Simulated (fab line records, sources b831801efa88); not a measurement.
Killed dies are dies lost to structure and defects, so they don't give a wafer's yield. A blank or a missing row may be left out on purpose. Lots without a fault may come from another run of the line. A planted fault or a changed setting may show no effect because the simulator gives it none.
One fault seen from 2 desks | flow sky130 | each desk has only its own numbers; what lay behind them comes last

THE METROLOGY DESK
What the gauges read, lot by lot, whatever tool the lot ran on: means of the sampled wafers that have a number. A lot is out of limits, marked OUT, if its mean lies more than 4 standard deviations from the usual mean; the brackets give that distance.
Columns: A = VT_ADJUST_HVTR_TW at SKY_VT_ADJUST_HVTR_TW_MEAS_11, usual 210.4; B = SONOS_ONO_CVD_04_THK at SKY_SONOS_ONO_THK_MEAS_05, usual 5.78 nm
lot  | first seen here | A     | B
L248 | day 9 13:29     | 209.4 | 5.69
L249 | day 9 23:52     | 210.1 | 5.66
L251 | day 10 09:10    | 210.8 | 5.85
L252 | day 11 22:46    | 210.3 | 5.72
L255 | day 12 02:10    | 210.6 | 5.78
L253 | day 12 02:28    | 210.2 | 5.80
L256 | day 12 13:04    | 209.9 | 5.92
L265 | day 15 11:13    | 211.6 | 5.90
L263 | day 15 11:14    | 209.4 | 5.88
L264 | day 15 11:53    | 210.1 | 5.86
L266 | day 16 01:44    | 211.0 | 5.81
L268 | day 16 13:37    | 210.4 | 5.59
L269 | day 16 18:47    | 211.0 | 5.64
L270 | day 16 19:05    | 210.5 | 5.53
This desk's finding: nothing out of limits on any of the 14 lots.

THE TOOL OWNER'S DESK: iline_stepper-01
The tool's own readings at SKY_LDD_N_EXPOSE_04 (exposes mask NTM, target cd 840 nm): means of the sampled wafers that have a number, for each lot that ran on this tool. A lot is out of limits, marked OUT, if its mean lies more than 4 standard deviations from the usual mean; the brackets give that distance.
Columns: A = exposure_dose_mJ_cm2 at SKY_LDD_N_EXPOSE_04, usual 110.00; B = focus_offset_nm at SKY_LDD_N_EXPOSE_04, usual 0.0 nm; C = reticle_temp_C at SKY_LDD_N_EXPOSE_04, usual 23.02 C
lot  | first seen here | A      | B    | C
L249 | day 17 16:11    | 109.98 | -0.8 | 22.99
L251 | day 18 02:59    | 109.95 | 0.9  | 23.04
L252 | day 20 08:56    | 110.07 | 0.4  | 23.11
L256 | day 20 21:40    | 109.86 | -0.0 | 22.96
L263 | day 24 08:59    | 110.02 | 0.1  | 23.04
L266 | day 24 23:40    | 110.14 | -0.3 | 22.89
L269 | day 25 15:14    | 109.94 | -0.1 | 22.96
L270 | day 26 01:44    | 110.15 | -0.2 | 23.08
This desk's finding: nothing out of limits on any of the 8 lots.

PUT TOGETHER
The metrology desk saw nothing out of limits.
The tool owner's desk saw nothing out of limits.

WHAT THE SIMULATOR HAD PUT IN
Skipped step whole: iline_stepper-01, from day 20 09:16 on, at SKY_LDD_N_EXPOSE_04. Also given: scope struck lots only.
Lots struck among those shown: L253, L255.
